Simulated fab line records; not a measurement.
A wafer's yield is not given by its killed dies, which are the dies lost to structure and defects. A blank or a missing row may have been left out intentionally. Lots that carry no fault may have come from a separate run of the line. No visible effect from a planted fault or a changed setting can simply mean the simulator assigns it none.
Matching of chambers || flow sky130 || rieDiel-02 running SKY_POLY_CUT_ETCH_10: 4 sister chambers
The step etches BARC in N2/H2, stops on SiO2, time 45.9 s, target depth 60 nm. 4 wafers are shown with their chamber, then 10 later ones without.

== WAFERS WITH THEIR CHAMBER ==
{"wafer": "L085.4", "chamber": 3, "rfFwdPowerW (W)": 495.6}
{"wafer": "L085.6", "chamber": 1, "rfFwdPowerW (W)": 497.4}
{"wafer": "L086.1", "chamber": 0, "rfFwdPowerW (W)": 497.9}
{"wafer": "L086.3", "chamber": 2, "rfFwdPowerW (W)": 494.1}

== WAFERS WITHOUT THEIR CHAMBER ==
{"wafer": "L086.6", "rfFwdPowerW (W)": 492.2}
{"wafer": "L090.1", "rfFwdPowerW (W)": 498.2}
{"wafer": "L090.2", "rfFwdPowerW (W)": 495.8}
{"wafer": "L090.5", "rfFwdPowerW (W)": 498.7}
{"wafer": "L094.3", "rfFwdPowerW (W)": 494.6}
{"wafer": "L094.4", "rfFwdPowerW (W)": 493.9}
{"wafer": "L094.6", "rfFwdPowerW (W)": 495.7}
{"wafer": "L097.3", "rfFwdPowerW (W)": 494.9}
{"wafer": "L097.5", "rfFwdPowerW (W)": 497.9}
{"wafer": "L097.6", "rfFwdPowerW (W)": 496.9}

== EACH ONE'S CHAMBER ==
{"wafer": "L086.6", "from the rows above": 2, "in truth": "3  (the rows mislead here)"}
{"wafer": "L090.1", "from the rows above": "can't be placed: 0 or 1", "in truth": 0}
{"wafer": "L090.2", "from the rows above": "can't be placed: 3 or 1", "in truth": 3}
{"wafer": "L090.5", "from the rows above": "can't be placed: 0 or 1", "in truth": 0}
{"wafer": "L094.3", "from the rows above": "can't be placed: 2 or 3", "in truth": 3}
{"wafer": "L094.4", "from the rows above": 2, "in truth": 2}
{"wafer": "L094.6", "from the rows above": 3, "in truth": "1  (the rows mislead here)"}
{"wafer": "L097.3", "from the rows above": "can't be placed: 3 or 2", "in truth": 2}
{"wafer": "L097.5", "from the rows above": "can't be placed: 0 or 1", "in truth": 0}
{"wafer": "L097.6", "from the rows above": "can't be placed: 1 or 0 or 3", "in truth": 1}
Placed correctly: 1 of 10. These rows do not allow placing 7 (true chamber among the candidates in 7). Wrongly placed: 2.
How it was worked out, from the rows above alone: a wafer's distance from a chamber is the root of the sum, over the readings, of the square of ((its reading less the chamber's mean) divided by the reading's scatter). The wafer belongs to the nearest chamber; if the next one is less than 2 further off, it can't be placed. For every chamber, the mean is computed from those of its wafers that are shown. The scatter: root of mean squared gap, hidden wafer to nearest shown wafer, with one shown wafer a chamber.
